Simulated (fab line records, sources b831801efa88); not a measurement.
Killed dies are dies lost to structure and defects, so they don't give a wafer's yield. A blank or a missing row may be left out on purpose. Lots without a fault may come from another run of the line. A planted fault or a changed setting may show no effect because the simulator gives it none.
A struck lot beside a sound one | flow gf180mcu | 15 steps out of a route of 602
Sound: wafers L711.2, L711.4, L711.6. Struck: wafer L725.3. (L725.1, L725.6 of the same lot were not struck and are left out.) The cause comes at the end.
At each step with rows: each side's tool, then ch and its chambers, then its first start. Under that, the readings that differ: sound wafers | struck wafers | difference of the means | sigmas: that difference in standard deviations of wafers without a fault.
alike: readings whose means differ by less than 2 such deviations, and words and numbers that are the same on both sides. not compared: withheld readings, readings that some wafer has no value for, bounds like >300 that may hide the same value, and numbers for which the record gives no deviation and whose values overlap.
The two part at a step that has a row with sigmas, a row that says differs or no value, or rows on one side only. Numbers that don't overlap but have no deviation are shown without sigmas and don't part them. A reading that every wafer of one side lacks parts them only if that side has two wafers or more.

first, 1 step without rows for these wafers: GF_CONTACT_ETCH_17 (etches SiO2 in C4F8/O2/Ar, stops on CoSi2, target depth 860 nm).
GF_CONTACT_STRIP_18: strips in O2/N2.
  sound on plasma_asher-03 ch 0,1, day 16 11:01; struck on plasma_asher-01 ch 0, day 21 23:10
  reading                     | sound          | struck | difference | sigmas
  drypump_motor_current_A (A) | 5.60 5.59 5.58 | 4.99   | -0.60      | -2
  alike: chamber_pressure_mTorr, heater_power_w, n2_flow_sccm, oes_product_au
  not compared: rf_hours_counter_h
then, 4 steps without rows for these wafers: GF_CONTACT_CLEAN_19 (cleans in SPM); GF_CONTACT_CLEAN_20 (cleans in DIW); GF_CONTACT_CLEAN_21 (cleans in dHF, time 20 s); GF_CONTACT_SPUTTER_22 (material Ti, target thk 15 nm, time 80.02 s).
GF_CONTACT_SPUTTER_23: material TiN, target thk 10 nm, time 40 s.
  sound on pvd_sputter-04, day 16 11:23; struck on pvd_sputter-02, day 21 23:32
  alike: cathode_dc_power_W, chamber_pressure_pa, throttle_valve_pct
GF_CONTACT_CVD_24: deposits W, target thk 300 nm, time 90.339 s.
  sound on cvd_w-02 ch 0,1, day 16 11:26; struck on cvd_w-02 ch 1, day 21 23:34
  alike: heater_power_w
GF_CONTACT_RS_MEAS_25: measures by four-point-probe.
  sound on film_metro-02, day 16 11:33; struck on film_metro-01, day 21 23:40
  alike: CONTACT_W_RS
GF_CONTACT_THK_MEAS_26: measures by xrf.
  sound on film_metro-02, day 16 11:40; struck on film_metro-01, day 21 23:47
  alike: CONTACT_W_THK
then, 1 step without rows for these wafers: GF_CONTACT_CMP_27 (polishes, stops on SiO2, t overpolish 15 s, target thk 0 nm).
GF_M1_SPUTTER_00: material Ti, target thk 37.5 nm, time 150 s.
  sound on pvd_sputter-02, day 16 12:01; struck on pvd_sputter-03, day 22 00:09
  reading                  | sound             | struck | difference | sigmas
  chamber_pressure_pa (Pa) | 2.001 2.007 2.007 | 1.994  | -0.011     | -3
  alike: cathode_dc_power_W, throttle_valve_pct
GF_M1_SPUTTER_01: material TiN, target thk 30 nm, time 25 s.
  sound on pvd_sputter-02, day 16 12:07; struck on pvd_sputter-03, day 22 00:15
  reading                                | sound                | struck | difference | sigmas
  cathode_dc_power_W (W)                 | 6501.3 6499.7 6499.9 | 7433.2 | +932.9     | +99 or more
  model.TiN_of_M1_SPUTTER_01.thk_nm (nm) | 29.31 29.74 29.63    | 35.23  | +5.67      |
  alike: chamber_pressure_pa, throttle_valve_pct
GF_M1_SPUTTER_02: material AlCu, target thk 450 nm, time 23.9 s.
  sound on pvd_sputter-02, day 16 12:08; struck on pvd_sputter-03, day 22 00:17
  reading                  | sound                | struck | difference | sigmas
  chamber_pressure_pa (Pa) | 0.3986 0.3998 0.3990 | 0.4013 | +0.0022    | +2
  alike: cathode_dc_power_W, throttle_valve_pct
-- the record jumps here: 11 days lie between the struck wafers' starts before and after (it left off in module M1 and takes up again in module PASSIVATION, whose first step shown is number 602 of the route) --
GF_PASSIVATION_PROBE_99:
  the record has rows for the struck wafers here (prober-02, day 33 11:47) and none for the sound ones

WHERE THEY PART
First at GF_CONTACT_STRIP_18; last, within this record, at GF_PASSIVATION_PROBE_99.

WHY: what the simulator had put in
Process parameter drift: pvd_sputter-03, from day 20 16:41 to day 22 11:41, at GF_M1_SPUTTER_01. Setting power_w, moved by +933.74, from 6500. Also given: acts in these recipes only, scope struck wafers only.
